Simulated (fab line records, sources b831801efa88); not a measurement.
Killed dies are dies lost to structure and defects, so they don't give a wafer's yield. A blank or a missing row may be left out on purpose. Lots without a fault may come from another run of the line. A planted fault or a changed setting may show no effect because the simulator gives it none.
fab line records | flow sky130
record lots=5 wafers=15 last_day=50
route steps=708 shown VIA1@461 METAL2@483
lots that met no fault: from a run of the same line without faults
start_h: hours from the record's first day to the start of the lot's first wafer shown | wait_h: hours since the lot's step before | " the same as in the row above | L1.1+2: a row that stands for several wafers | - no value, or no start given | * or withheld: withheld | < > ~ a bound
route shown NAME@n: a module of which the file shows steps, and the number in the route of the first | usual: mean/standard deviation of fault-free wafers | same: alike in all rows | chamber/n: place in a boat | sites: the reading at each site | _std_site: their standard deviation | _edge_site: outer sites' mean less inner sites' | radius_mm: how far each site lies from the wafer's centre | mask NAME#n: copy n | behind: the tool/chamber that last shaped the wafer | hold: why the lot was held/for how many hours/how that ended | device: the transistor (n, p or np) that didn't switch | end of line: the same wafers' tests at the end of the route | a step without rows: its recipe alone | killed: dies lost to structure and defects at the first sort, not the wafer's yield | map: a wafer's dies, x killed, . not, _ none there
set.NAME: the setting as run; set.NAME@STEP: as run at that earlier step | model.NAME: the simulator's own value behind a step, which no gauge read
lots at some steps of the route; a table a step, a row a wafer
services: from which hour (start_h, from the record's first day; less than 0 if before it) a tool's chamber was out of use, for how many hours, and why
## steps
# step SKY_VIA1_BOW_MEAS_03
# recipe mode=bow
# usual VIA1_BOW=81/7
# columns lot.wafer tool chamber start_h wait_h VIA1_BOW[um]
L077.1 film_metro-01 - 821.06 0.2 83
L077.4 " - " " 87
L077.5 " - " " 74
L082.1 film_metro-03 - 828.57 0.2 88
L082.3 " - " " 82
L082.6 " - " " 83
L087.2 film_metro-04 - 867.54 0.3 88
L087.4 " - " " 96
L087.6 " - " " 91
L091.1 film_metro-01 - 887.83 0.1 77
L091.3 " - " " 80
L091.4 " - " " 88
L096.3 film_metro-03 - 927.17 0.2 84
L096.4 " - " " 89
L096.6 " - " " 81
# step SKY_VIA1_DEHYDRATE_04
# recipe temp_c=200 time_s=60
# usual resist_line_temp_C=23.01/0.097
# columns lot.wafer tool chamber start_h wait_h resist_line_temp_C
L077.1 litho_track-02 0 833.48 12.4 23.07
L077.4 " 0 " " 22.96
L077.5 " 0 " " 23.05
L082.1 litho_track-02 0 841.68 13.1 23.13
L082.3 " 0 " " 23.00
L082.6 " 0 " " 22.93
L087.2 litho_track-01 0 879.84 12.3 22.87
L087.4 " 0 " " 23.13
L087.6 " 0 " " 22.94
L091.1 litho_track-01 0 900.97 13.1 22.77
L091.3 " 0 " " 22.93
L091.4 " 0 " " 22.98
L096.3 litho_track-04 0 938.16 11.0 22.98
L096.4 " 0 " " 22.99
L096.6 " 0 " " 22.90
# step SKY_VIA1_HMDS_05
# recipe prime_time_s=60 prime_temp_c=120
# usual resist_line_temp_C=22.99/0.1
# same prime_time_s=60
# columns lot.wafer tool chamber start_h wait_h resist_line_temp_C
L077.1 litho_track-02 0 833.63 0.1 22.85
L077.4 " 0 " " 23.07
L077.5 " 0 " " 22.97
L082.1 litho_track-02 0 841.83 0.1 22.89
L082.3 " 0 " " 23.01
L082.6 " 0 " " 22.98
L087.2 litho_track-01 0 879.99 0.1 23.10
L087.4 " 0 " " 22.94
L087.6 " 0 " " 23.16
L091.1 litho_track-01 0 901.12 0.1 22.89
L091.3 " 0 " " 23.13
L091.4 " 0 " " 23.09
L096.3 litho_track-04 0 938.31 0.1 23.10
L096.4 " 0 " " 22.95
L096.6 " 0 " " 23.14
# step SKY_VIA1_COAT_06
# recipe resist=BARC temp_c=withheld time_s=withheld spin_rpm=3000 resist_thk_nm=60
# usual resist_line_temp_C=*
# columns lot.wafer tool chamber start_h wait_h resist_line_temp_C
L077.1 litho_track-02 0 833.78 0.1 *
L077.4 " 0 " " *
L077.5 " 0 " " *
L082.1 litho_track-02 0 841.98 0.1 *
L082.3 " 0 " " *
L082.6 " 0 " " *
L087.2 litho_track-01 0 880.14 0.1 *
L087.4 " 0 " " *
L087.6 " 0 " " *
L091.1 litho_track-01 0 901.27 0.1 *
L091.3 " 0 " " *
L091.4 " 0 " " *
L096.3 litho_track-04 0 938.46 0.1 *
L096.4 " 0 " " *
L096.6 " 0 " " *
# step SKY_VIA1_COAT_07
# recipe resist=KrF-thick spin_rpm=3000 resist_thk_nm=450
# usual resist_line_temp_C=22.99/0.12
# columns lot.wafer tool chamber start_h wait_h resist_line_temp_C
L077.1 litho_track-02 0 - - 23.09
L077.4 " 0 " " 23.07
L077.5 " 0 " " 23.05
L082.1 litho_track-02 0 - - 23.17
L082.3 " 0 " " 23.01
L082.6 " 0 " " 22.92
L087.2 litho_track-01 0 - - 23.08
L087.4 " 0 " " 22.99
L087.6 " 0 " " 23.00
L091.1 litho_track-01 0 - - 23.10
L091.3 " 0 " " 23.03
L091.4 " 0 " " 23.00
L096.3 litho_track-04 0 - - 22.94
L096.4 " 0 " " 22.74
L096.6 " 0 " " 22.80
# step SKY_VIA1_SOFTBAKE_08
# recipe temp_c=100 time_s=93.25 resist=KrF-thick
# usual plate_sensor_t_centre_C=100.88/0.01 plate_sensor_t_edge_C=100.95/0.011 resist_line_temp_C=23.02/0.12
# columns lot.wafer tool chamber start_h wait_h plate_sensor_t_centre_C plate_sensor_t_edge_C resist_line_temp_C
L077.1 litho_track-02 0 - - 100.88 100.94 22.96
L077.4 " 0 " " 100.88 100.96 23.07
L077.5 " 0 " " 100.89 100.95 23.05
L082.1 litho_track-02 0 - - 100.88 100.95 23.07
L082.3 " 0 " " 100.88 100.95 22.88
L082.6 " 0 " " 100.9 100.94 22.95
L087.2 litho_track-01 0 - - 100.89 100.93 23.12
L087.4 " 0 " " 100.88 100.95 23.02
L087.6 " 0 " " 100.89 100.96 22.98
L091.1 litho_track-01 0 - - 100.87 100.95 23.01
L091.3 " 0 " " 100.89 100.95 22.90
L091.4 " 0 " " 100.89 100.97 23.09
L096.3 litho_track-04 0 - - 100.88 100.95 22.86
L096.4 " 0 " " 100.87 100.95 23.08
L096.6 " 0 " " 100.9 100.97 22.96
# step SKY_VIA1_EXPOSE_09
# recipe mask_id=VIM na=0.8 source_shape=annular sigma_inner=0.55 sigma_outer=0.85 target_cd_nm=150 dose_mj=38
# columns lot.wafer tool chamber start_h wait_h mask
L077.1+4+5 krf_scanner-02 0 - - VIM#0
L082.1+3+6 krf_scanner-02 0 - - VIM#0
L087.2+4+6 krf_scanner-02 0 - - VIM#0
L091.1+3+4 krf_scanner-01 0 - - VIM#0
L096.3+4+6 krf_scanner-02 0 - - VIM#0
# step SKY_VIA1_PEB_10
# recipe peb_temp_c=withheld peb_time_s=withheld resist=KrF-thick
# usual resist_line_temp_C=*
# columns lot.wafer tool chamber start_h wait_h resist_line_temp_C
L077.1 litho_track-02 0 - - *
L077.4 " 0 " " *
L077.5 " 0 " " *
L082.1 litho_track-01 0 - - *
L082.3 " 0 " " *
L082.6 " 0 " " *
L087.2 litho_track-04 0 - - *
L087.4 " 0 " " *
L087.6 " 0 " " *
L091.1 litho_track-02 0 - - *
L091.3 " 0 " " *
L091.4 " 0 " " *
L096.3 litho_track-04 0 - - *
L096.4 " 0 " " *
L096.6 " 0 " " *
# step SKY_VIA1_DEVELOP_11
# recipe develop_time_s=60 resist=KrF-thick dev_temp_c=21
# usual resist_line_temp_C=23.01/0.12
# columns lot.wafer tool chamber start_h wait_h resist_line_temp_C
L077.1 litho_track-02 0 - - 23.07
L077.4 " 0 " " 22.87
L077.5 " 0 " " 23.01
L082.1 litho_track-01 0 - - 23.05
L082.3 " 0 " " 22.96
L082.6 " 0 " " 22.91
L087.2 litho_track-04 0 - - 22.91
L087.4 " 0 " " 22.96
L087.6 " 0 " " 23.00
L091.1 litho_track-02 0 - - 22.76
L091.3 " 0 " " 22.76
L091.4 " 0 " " 22.87
L096.3 litho_track-04 0 - - 22.86
L096.4 " 0 " " 22.85
L096.6 " 0 " " 22.93
# step SKY_VIA1_CD_MEAS_12
# recipe target_cd_nm=150
# usual cd_nm=150.4/1.6
# columns lot.wafer tool chamber start_h wait_h cd_nm
L077.1 cd_sem-01 - 847.69 - 149.4
L077.4 " - " " 149.3
L077.5 " - " " 149.7
L082.1 cd_sem-01 - 854.57 - 149.2
L082.3 " - " " 148.1
L082.6 " - " " 149.4
L087.2 cd_sem-01 - 894.08 - 148.6
L087.4 " - " " 149.7
L087.6 " - " " 149.0
L091.1 cd_sem-01 - 913.18 - 152.0
L091.3 " - " " 151.6
L091.4 " - " " 152.3
L096.3 cd_sem-01 - 950.85 - 150.4
L096.4 " - " " 149.9
L096.6 " - " " 151.0
# step SKY_VIA1_OVL_MEAS_13
# usual VIA1_OVL=-2/4.4
# columns lot.wafer tool chamber start_h wait_h VIA1_OVL[nm]
L077.1 overlay-02 - 847.81 0.1 -4
L077.4 " - " " -1
L077.5 " - " " -1
L082.1 overlay-02 - 854.69 0.1 2
L082.3 " - " " 1
L082.6 " - " " 2
L087.2 overlay-02 - 894.18 0.1 3
L087.4 " - " " 2
L087.6 " - " " -2
L091.1 overlay-01 - 913.30 0.1 -4
L091.3 " - " " -1
L091.4 " - " " -3
L096.3 overlay-02 - 950.94 0.1 -1
L096.4 " - " " -1
L096.6 " - " " -1
# step SKY_VIA1_ETCH_14
# recipe chemistry=N2/H2 target=BARC ion_energy_ev=200 source_w=500 bias_w=100 pressure_mtorr=30 n2_flow_sccm=100 h2_flow_sccm=200 stop_on=SiO2 time_s=45.9 target_depth_a=600
# usual drypump_motor_current_A=5.6/0.47 oes_product_au=0.855/0.0047 throttle_valve_pct=13.225/0.0088
# columns lot.wafer tool chamber start_h wait_h drypump_motor_current_A oes_product_au rf_hours_counter_h throttle_valve_pct
L077.1 rie_diel-01 1 847.84 0.0 5.1 0.857 6 13.217
L077.4 " 2 " " 5.0 0.847 - 13.216
L077.5 " 3 " " 6.2 0.851 - 13.230
L082.1 rie_diel-01 3 854.72 0.0 6.2 0.852 24 13.222
L082.3 " 0 " " 5.6 0.855 0 13.232
L082.6 " 2 " " 5.0 0.858 - 13.234
L087.2 rie_diel-02 0 894.21 0.0 6.2 0.850 14 13.243
L087.4 " 2 " " 5.7 0.859 - 13.216
L087.6 " 1 " " 5.3 0.849 - 13.221
L091.1 rie_diel-04 3 913.33 0.0 5.3 0.858 4 13.245
L091.3 " 0 " " 5.7 0.850 16 13.234
L091.4 " 1 " " 5.3 0.862 5 13.228
L096.3 rie_diel-02 1 950.96 0.0 5.4 0.862 9 13.222
L096.4 " 1 " " 5.3 0.855 - 13.213
L096.6 " 3 " " 6.3 0.858 - 13.243
# step SKY_VIA1_ETCH_15
# recipe target=SiO2 chemistry=C4F8/O2/Ar target_depth_nm=351 stop_on=TiN mask_material=KrF-thick source_w=1500 bias_w=1200 pressure_mtorr=40 c4f8_flow_sccm=withheld O2_flow_sccm=6 Ar_flow_sccm=300 time_s=54
# usual oes_product_au=0.978/0.0071
# columns lot.wafer tool chamber start_h wait_h oes_product_au rf_hours_counter_h
L077.1 rie_diel-01 1 847.88 0.0 0.978 6
L077.4 " 2 " " 0.982 -
L077.5 " 3 " " 0.967 -
L082.1 rie_diel-01 3 854.76 0.0 0.982 24
L082.3 " 0 " " 0.970 0
L082.6 " 2 " " 0.976 -
L087.2 rie_diel-02 0 894.26 0.0 0.962 14
L087.4 " 2 " " 0.986 -
L087.6 " 1 " " 0.978 -
L091.1 rie_diel-04 3 913.38 0.0 0.984 4
L091.3 " 0 " " 0.982 16
L091.4 " 1 " " 0.981 5
L096.3 rie_diel-02 1 951.01 0.0 0.982 9
L096.4 " 1 " " 0.983 -
L096.6 " 3 " " 0.987 -
# step SKY_VIA1_STRIP_16
# recipe chemistry=O2/N2 power_w=1400 pressure_mtorr=1500 platen_temp_c=withheld o2_flow_sccm=3000 n2_flow_sccm=300 overash_fraction=0.5
# usual drypump_motor_current_A=5.8/0.43 oes_product_au=0.417/0.0048 strip_time_to_endpoint_s=4.47/0.033
# columns lot.wafer tool chamber start_h wait_h drypump_motor_current_A oes_product_au rf_hours_counter_h strip_time_to_endpoint_s
L077.1 plasma_asher-01 1 847.93 0.0 5.5 0.417 99 4.50
L077.4 " 1 " " 5.5 0.420 - 4.53
L077.5 " 0 " " 6.0 0.413 - 4.53
L082.1 plasma_asher-02 1 854.81 0.0 5.5 0.417 76 4.52
L082.3 " 0 " " 5.0 0.416 - 4.53
L082.6 " 0 " " 5.0 0.423 - 4.53
L087.2 plasma_asher-01 0 894.30 0.0 5.8 0.423 103 4.50
L087.4 " 0 " " 5.9 0.415 - 4.47
L087.6 " 1 " " 5.5 0.413 - 4.44
L091.1 plasma_asher-02 0 913.42 0.0 5.0 0.414 82 4.43
L091.3 " 0 " " 5.0 0.419 - 4.45
L091.4 " 1 " " 5.5 0.423 - 4.51
L096.3 plasma_asher-01 1 951.09 0.1 5.5 0.415 - 4.48
L096.4 " 0 " " 5.9 0.417 - 4.48
L096.6 " 1 " " 5.5 0.414 - 4.46
# step SKY_VIA1_STRIP_17
# recipe chemistry=post_etch_residue_remover time_s=1200 temp_c=72.5
# usual bath_heat_duty_pct=15.2/2.4
# columns lot.wafer tool chamber start_h wait_h bath_heat_duty_pct
L077.1 wet_bench-03 0 848.03 0.1 15.0
L077.4 " 0 " " 12.8
L077.5 " 0 " " 14.7
L082.1 wet_bench-01 3 854.91 0.1 13.1
L082.3 " 3 " " 13.9
L082.6 " 3 " " 13.1
L087.2 wet_bench-01 1 894.40 0.1 16.9
L087.4 " 1 " " 17.4
L087.6 " 1 " " 17.3
L091.1 wet_bench-02 0 913.52 0.1 12.6
L091.3 " 0 " " 12.5
L091.4 " 0 " " 12.0
L096.3 wet_bench-02 3 951.15 0.0 14.2
L096.4 " 3 " " 12.5
L096.6 " 3 " " 13.3
# step SKY_VIA1_CLEAN_18
# recipe chemistry=IPA time_s=180 temp_c=25
# usual bath_heat_duty_pct=6.2/0.91
# columns lot.wafer tool chamber start_h wait_h bath_heat_duty_pct
L077.1 wet_bench-01 0 848.37 0.0 4.8
L077.4 " 0 " " 5.9
L077.5 " 0 " " 5.2
L082.1 wet_bench-03 0 855.28 0.0 6.2
L082.3 " 0 " " 6.1
L082.6 " 0 " " 6.5
L087.2 wet_bench-03 0 894.74 0.0 6.9
L087.4 " 0 " " 6.3
L087.6 " 0 " " 5.9
L091.1 wet_bench-01 3 913.86 0.0 6.4
L091.3 " 3 " " 6.8
L091.4 " 3 " " 6.9
L096.3 wet_bench-01 0 951.49 0.0 4.6
L096.4 " 0 " " 5.3
L096.6 " 0 " " 5.1
# step SKY_VIA1_CLEAN_19
# recipe chemistry=O3/DIW dry=n2_spin
# columns lot.wafer tool chamber start_h wait_h
L077.1+4+5 wet_bench-02 0 848.44 0.0
L082.1+3+6 wet_bench-02 3 855.34 0.0
L087.2+4+6 wet_bench-02 1 894.80 0.0
L091.1+3+4 wet_bench-03 1 913.94 0.0
L096.3+4+6 wet_bench-03 0 951.55 0.0
# step SKY_VIA1_SPUTTER_20
# recipe material=TiN target_thk_nm=20 chamber_pressure_pa=5 power_w=4000 time_s=80
# usual throttle_valve_pct=30.2/0.94
# columns lot.wafer tool chamber start_h wait_h throttle_valve_pct
L077.1 pvd_sputter-02 - 848.62 0.0 30.8
L077.4 " - " " 29.5
L077.5 " - " " 30.6
L082.1 pvd_sputter-02 - 855.43 0.0 32.1
L082.3 " - " " 30.7
L082.6 " - " " 30.8
L087.2 pvd_sputter-01 - 894.89 0.0 29.8
L087.4 " - " " 29.3
L087.6 " - " " 30.8
L091.1 pvd_sputter-04 - 914.04 0.0 30.0
L091.3 " - " " 29.6
L091.4 " - " " 31.6
L096.3 pvd_sputter-04 - 951.64 0.0 31.5
L096.4 " - " " 29.4
L096.6 " - " " 29.5
# step SKY_VIA1_CVD_21
# recipe material=W target_thk_nm=270 time_s=80.902 temp_c=400 pressure_torr=40
# usual heater_power_w=852/58
# columns lot.wafer tool chamber start_h wait_h heater_power_w since_wet_clean_h
L077.1 cvd_w-01 0 848.68 0.0 784 445
L077.4 " 1 " " 938 -
L077.5 " 1 " " 952 -
L082.1 cvd_w-02 1 855.49 0.0 853 952
L082.3 " 1 " " 855 -
L082.6 " 1 " " 866 -
L087.2 cvd_w-02 0 894.95 0.0 861 991
L087.4 " 0 " " 818 -
L087.6 " 1 " " 885 -
L091.1 cvd_w-01 0 914.10 0.0 794 510
L091.3 " 0 " " 790 -
L091.4 " 1 " " 963 -
L096.3 cvd_w-02 1 951.74 0.1 782 -
L096.4 " 0 " " 836 -
L096.6 " 1 " " 798 -
# step SKY_VIA1_RS_MEAS_22
# recipe thk_meas_gauge=four-point-probe reads=W_of_VIA1_CVD_21+TiN_of_VIA1_SPUTTER_20
# usual VIA1_W_RS=0.425/0.0079
# columns lot.wafer tool chamber start_h wait_h VIA1_W_RS[ohm/sq]
L077.1 film_metro-03 - 848.77 0.1 0.428
L077.4 " - " " 0.427
L077.5 " - " " 0.429
L082.1 film_metro-01 - 855.59 0.1 0.409
L082.3 " - " " 0.414
L082.6 " - " " 0.411
L087.2 film_metro-04 - 895.07 0.1 0.422
L087.4 " - " " 0.417
L087.6 " - " " 0.411
L091.1 film_metro-04 - 914.19 0.1 0.438
L091.3 " - " " 0.437
L091.4 " - " " 0.423
L096.3 film_metro-04 - 951.84 0.1 0.426
L096.4 " - " " 0.423
L096.6 " - " " 0.424
# step SKY_VIA1_THK_MEAS_23
# recipe thk_meas_gauge=xrf reads=W_of_VIA1_CVD_21
# usual VIA1_W_THK=269/5.3
# columns lot.wafer tool chamber start_h wait_h VIA1_W_THK[nm]
L077.1 film_metro-03 - 848.89 0.1 269
L077.4 " - " " 269
L077.5 " - " " 269
L082.1 film_metro-01 - 855.71 0.1 277
L082.3 " - " " 274
L082.6 " - " " 275
L087.2 film_metro-04 - 895.18 0.1 272
L087.4 " - " " 276
L087.6 " - " " 280
L091.1 film_metro-04 - 914.31 0.1 265
L091.3 " - " " 264
L091.4 " - " " 272
L096.3 film_metro-04 - 951.94 0.1 267
L096.4 " - " " 271
L096.6 " - " " 269
# step SKY_VIA1_CMP_24
# recipe stop_on=SiO2 t_overpolish_s=15 down_force_psi=3.5 platen_rpm=60 target_thk_nm=0 pad_velocity_m_s=0.94248
# usual edge_zone_pressure_frac=1.000/0.0054 motor_current_A=11.3/1.1 overpolish_run_s=15.001/0.0083 platen_rpm=60.00/0.044 slurry_filter_dp_kPa=13.49/0.13 time_to_endpoint_s=66/3.4
# columns lot.wafer tool chamber start_h wait_h edge_zone_pressure_frac motor_current_A overpolish_run_s platen_rpm slurry_filter_dp_kPa time_to_endpoint_s
L077.4 cmp-02 3 849.05 0.1 0.995 9.0 15.013 59.96 13.80 60
L077.1 " 0 " " 0.992 12.0 15.009 60.02 13.52 63
L077.5 " 1 " " 0.996 12.4 15.002 59.99 13.40 67
L082.3 cmp-02 0 855.84 0.1 1.003 12.3 15.021 60.02 13.43 63
L082.1 " 1 " " 1.006 12.0 15.006 60.02 13.48 70
L082.6 " 0 " " 1.003 12.3 14.999 59.94 13.64 69
L087.4 cmp-02 2 895.28 0.1 1.004 12.0 15.015 59.95 13.71 69
L087.2 " 3 " " 0.997 9.2 14.992 60.05 13.49 62
L087.6 " 2 " " 1.004 11.4 15.010 60.00 13.42 70
L091.1 cmp-01 1 914.71 0.4 0.998 10.7 15.001 59.99 13.49 65
L091.4 " 2 " " 1.010 11.8 14.998 59.93 13.75 64
L091.3 " 3 " " 0.994 9.7 15.005 60.04 13.47 59
L096.4 cmp-02 0 951.98 0.0 0.996 11.9 14.990 59.96 13.57 66
L096.3 " 3 " " 0.991 9.2 15.004 60.00 13.65 61
L096.6 " 1 " " 0.996 12.0 14.993 60.00 13.62 66
# step SKY_METAL2_SPUTTER_00
# recipe material=Ti target_thk_nm=15 power_w=3000 time_s=10 chamber_pressure_pa=0.4
# usual throttle_valve_pct=30.1/1.1
# columns lot.wafer tool chamber start_h wait_h throttle_valve_pct
L077.1 pvd_sputter-04 - 849.25 0.1 31.5
L077.4 " - " " 30.0
L077.5 " - " " 31.5
L082.1 pvd_sputter-04 - 856.09 0.1 29.4
L082.3 " - " " 31.5
L082.6 " - " " 29.9
L087.2 pvd_sputter-02 - 895.53 0.1 29.5
L087.4 " - " " 31.2
L087.6 " - " " 30.8
L091.1 pvd_sputter-04 - 915.01 0.2 31.6
L091.3 " - " " 29.9
L091.4 " - " " 29.4
L096.3 pvd_sputter-04 - 952.28 0.1 29.5
L096.4 " - " " 29.5
L096.6 " - " " 31.5
# step SKY_METAL2_SPUTTER_01
# recipe material=TiN target_thk_nm=20 power_w=6500 time_s=16.7 chamber_pressure_pa=0.4
# usual throttle_valve_pct=30.1/1.1
# columns lot.wafer tool chamber start_h wait_h throttle_valve_pct
L077.1 pvd_sputter-04 - 849.28 0.0 31.6
L077.4 " - " " 30.2
L077.5 " - " " 31.5
L082.1 pvd_sputter-04 - 856.11 0.0 29.3
L082.3 " - " " 31.6
L082.6 " - " " 29.8
L087.2 pvd_sputter-02 - 895.55 0.0 29.4
L087.4 " - " " 31.1
L087.6 " - " " 30.8
L091.1 pvd_sputter-04 - 915.03 0.0 31.8
L091.3 " - " " 30.0
L091.4 " - " " 29.2
L096.3 pvd_sputter-04 - 952.30 0.0 29.6
L096.4 " - " " 29.7
L096.6 " - " " 31.6
# step SKY_METAL2_SPUTTER_02
# recipe material=AlCu target_thk_nm=250 power_w=10600 time_s=13.3 chamber_pressure_pa=0.4
# usual throttle_valve_pct=30.1/1.1
# columns lot.wafer tool chamber start_h wait_h throttle_valve_pct
L077.1 pvd_sputter-04 - 849.30 0.0 31.4
L077.4 " - " " 30.2
L077.5 " - " " 31.6
L082.1 pvd_sputter-04 - 856.13 0.0 29.1
L082.3 " - " " 31.5
L082.6 " - " " 29.6
L087.2 pvd_sputter-02 - 895.58 0.0 29.5
L087.4 " - " " 30.6
L087.6 " - " " 30.7
L091.1 pvd_sputter-04 - 915.06 0.0 31.7
L091.3 " - " " 30.1
L091.4 " - " " 29.3
L096.3 pvd_sputter-04 - 952.33 0.0 29.8
L096.4 " - " " 29.7
L096.6 " - " " 31.4
# step SKY_METAL2_SPUTTER_03
# recipe material=Ti target_thk_nm=5 power_w=3000 time_s=3.3 chamber_pressure_pa=0.4
# usual throttle_valve_pct=30.1/1.1
# columns lot.wafer tool chamber start_h wait_h throttle_valve_pct
L077.1 pvd_sputter-04 - 849.33 0.0 31.7
L077.4 " - " " 30.2
L077.5 " - " " 32.0
L082.1 pvd_sputter-04 - 856.16 0.0 29.3
L082.3 " - " " 31.6
L082.6 " - " " 29.6
L087.2 pvd_sputter-02 - 895.60 0.0 29.7
L087.4 " - " " 30.9
L087.6 " - " " 30.9
L091.1 pvd_sputter-04 - 915.08 0.0 31.7
L091.3 " - " " 29.9
L091.4 " - " " 29.5
L096.3 pvd_sputter-04 - 952.35 0.0 29.4
L096.4 " - " " 29.3
L096.6 " - " " 31.8
# step SKY_METAL2_SPUTTER_04
# recipe material=TiN target_thk_nm=70 power_w=6500 time_s=58.3 chamber_pressure_pa=0.4
# usual throttle_valve_pct=30.1/1.1
# columns lot.wafer tool chamber start_h wait_h throttle_valve_pct
L077.1 pvd_sputter-04 - 849.34 0.0 31.7
L077.4 " - " " 29.9
L077.5 " - " " 31.7
L082.1 pvd_sputter-04 - 856.18 0.0 29.3
L082.3 " - " " 32.1
L082.6 " - " " 29.7
L087.2 pvd_sputter-02 - 895.62 0.0 29.5
L087.4 " - " " 30.7
L087.6 " - " " 30.9
L091.1 pvd_sputter-04 - 915.10 0.0 31.7
L091.3 " - " " 29.9
L091.4 " - " " 29.4
L096.3 pvd_sputter-04 - 952.37 0.0 29.3
L096.4 " - " " 29.8
L096.6 " - " " 31.9
# step SKY_METAL2_RS_MEAS_05
# recipe thk_meas_gauge=four-point-probe reads=TiN_of_METAL2_SPUTTER_04+Ti_of_METAL2_SPUTTER_03+AlCu_of_METAL2_SPUTTER_02+TiN_of_METAL2_SPUTTER_01+Ti_of_METAL2_SPUTTER_00
# usual METAL2_ALCU_RS=0.1271/0.0017
# columns lot.wafer tool chamber start_h wait_h METAL2_ALCU_RS[ohm/sq]
L077.1 film_metro-01 - 849.39 0.0 0.1280
L077.4 " - " " 0.1279
L077.5 " - " " 0.1273
L082.1 film_metro-03 - 856.23 0.0 0.1277
L082.3 " - " " 0.1279
L082.6 " - " " 0.1268
L087.2 film_metro-03 - 895.69 0.0 0.1295
L087.4 " - " " 0.1277
L087.6 " - " " 0.1282
L091.1 film_metro-02 - 915.15 0.0 0.1248
L091.3 " - " " 0.1259
L091.4 " - " " 0.1242
L096.3 film_metro-03 - 952.46 0.1 0.1256
L096.4 " - " " 0.1251
L096.6 " - " " 0.1260
# step SKY_METAL2_THK_MEAS_06
# recipe thk_meas_gauge=xrf reads=AlCu_of_METAL2_SPUTTER_02
# usual METAL2_ALCU_THK=250/3.5
# columns lot.wafer tool chamber start_h wait_h METAL2_ALCU_THK[nm]
L077.1 film_metro-01 - 849.51 0.1 247
L077.4 " - " " 245
L077.5 " - " " 247
L082.1 film_metro-03 - 856.35 0.1 252
L082.3 " - " " 252
L082.6 " - " " 253
L087.2 film_metro-03 - 895.80 0.1 246
L087.4 " - " " 250
L087.6 " - " " 250
L091.1 film_metro-02 - 915.27 0.1 255
L091.3 " - " " 253
L091.4 " - " " 254
L096.3 film_metro-03 - 952.56 0.1 256
L096.4 " - " " 256
L096.6 " - " " 254
# step SKY_METAL2_DEHYDRATE_07
# recipe temp_c=200 time_s=60
# usual resist_line_temp_C=22.99/0.13
# columns lot.wafer tool chamber start_h wait_h resist_line_temp_C
L077.1 litho_track-03 0 861.76 12.2 23.20
L077.4 " 0 " " 23.07
L077.5 " 0 " " 23.03
L082.1 litho_track-02 0 869.18 12.8 22.89
L082.3 " 0 " " 23.17
L082.6 " 0 " " 23.18
L087.2 litho_track-02 0 907.75 11.9 22.93
L087.4 " 0 " " 22.86
L087.6 " 0 " " 22.92
L091.1 litho_track-01 0 927.42 12.1 22.89
L091.3 " 0 " " 23.03
L091.4 " 0 " " 23.01
L096.3 litho_track-01 0 963.52 10.9 22.97
L096.4 " 0 " " 23.00
L096.6 " 0 " " 22.95
# step SKY_METAL2_HMDS_08
# recipe prime_time_s=60 prime_temp_c=120
# usual resist_line_temp_C=22.99/0.1
# same prime_time_s=60
# columns lot.wafer tool chamber start_h wait_h resist_line_temp_C
L077.1 litho_track-03 0 861.91 0.1 22.88
L077.4 " 0 " " 22.96
L077.5 " 0 " " 22.90
L082.1 litho_track-02 0 869.33 0.1 23.08
L082.3 " 0 " " 23.05
L082.6 " 0 " " 23.12
L087.2 litho_track-02 0 907.90 0.1 22.90
L087.4 " 0 " " 22.82
L087.6 " 0 " " 22.72
L091.1 litho_track-01 0 927.57 0.1 22.96
L091.3 " 0 " " 22.93
L091.4 " 0 " " 23.00
L096.3 litho_track-01 0 963.67 0.1 22.99
L096.4 " 0 " " 23.02
L096.6 " 0 " " 23.17
# step SKY_METAL2_COAT_09
# recipe resist=BARC temp_c=withheld time_s=withheld spin_rpm=3000 resist_thk_nm=60
# usual resist_line_temp_C=*
# columns lot.wafer tool chamber start_h wait_h resist_line_temp_C
L077.1 litho_track-03 0 862.06 0.1 *
L077.4 " 0 " " *
L077.5 " 0 " " *
L082.1 litho_track-02 0 869.48 0.1 *
L082.3 " 0 " " *
L082.6 " 0 " " *
L087.2 litho_track-02 0 908.05 0.1 *
L087.4 " 0 " " *
L087.6 " 0 " " *
L091.1 litho_track-01 0 927.72 0.1 *
L091.3 " 0 " " *
L091.4 " 0 " " *
L096.3 litho_track-01 0 963.82 0.1 *
L096.4 " 0 " " *
L096.6 " 0 " " *
# step SKY_METAL2_COAT_10
# recipe resist=KrF-thick spin_rpm=3000 resist_thk_nm=450
# usual resist_line_temp_C=23.00/0.098
# columns lot.wafer tool chamber start_h wait_h resist_line_temp_C
L077.1 litho_track-03 0 - - 22.97
L077.4 " 0 " " 23.10
L077.5 " 0 " " 23.02
L082.1 litho_track-02 0 - - 23.22
L082.3 " 0 " " 22.96
L082.6 " 0 " " 23.05
L087.2 litho_track-02 0 - - 23.00
L087.4 " 0 " " 23.02
L087.6 " 0 " " 22.99
L091.1 litho_track-01 0 - - 23.07
L091.3 " 0 " " 23.03
L091.4 " 0 " " 23.18
L096.3 litho_track-01 0 - - 23.04
L096.4 " 0 " " 22.88
L096.6 " 0 " " 22.96
# step SKY_METAL2_SOFTBAKE_11
# recipe temp_c=100 time_s=90 resist=KrF-thick
# usual resist_line_temp_C=23.02/0.1
# columns lot.wafer tool chamber start_h wait_h resist_line_temp_C
L077.1 litho_track-03 0 - - 22.99
L077.4 " 0 " " 22.98
L077.5 " 0 " " 22.97
L082.1 litho_track-02 0 - - 22.84
L082.3 " 0 " " 22.87
L082.6 " 0 " " 23.00
L087.2 litho_track-02 0 - - 22.89
L087.4 " 0 " " 22.91
L087.6 " 0 " " 22.90
L091.1 litho_track-01 0 - - 23.02
L091.3 " 0 " " 22.92
L091.4 " 0 " " 22.95
L096.3 litho_track-01 0 - - 23.10
L096.4 " 0 " " 22.93
L096.6 " 0 " " 22.94
## services
# columns tool chamber start_h hours kind
krf_scanner-02 - 812.55 0.8 pm
rie_diel-01 0 814.70 4.5 repair
rie_diel-02 0 832.26 15.3 repair
rie_diel-02 1 832.79 4.4 repair
rie_diel-01 0 846.98 7.5 repair
cmp-02 - 851.21 0.7 repair
pvd_sputter-04 - 859.11 0.8 repair
rie_diel-01 - 863.21 0.4 repair
wet_bench-03 - 863.38 3.0 repair
krf_scanner-02 - 874.22 1.3 pm
pvd_sputter-02 - 877.06 3.1 repair
rie_diel-02 3 893.07 5.3 repair
krf_scanner-02 - 902.62 3.6 pm
pvd_sputter-04 - 905.06 6.7 repair
rie_diel-02 - 907.38 0.3 repair
cmp-02 - 912.06 4.0 pm
rie_diel-01 - 926.90 15.6 pm
pvd_sputter-04 - 940.99 1.1 repair
krf_scanner-02 - 945.22 7.7 repair
wet_bench-01 - 951.64 5.2 repair
krf_scanner-02 - 952.95 1.0 pm
wet_bench-02 - 960.03 69.1 repair
cmp-02 - 961.35 8.5 repair
krf_scanner-02 - 962.69 3.0 pm
## key
fault none
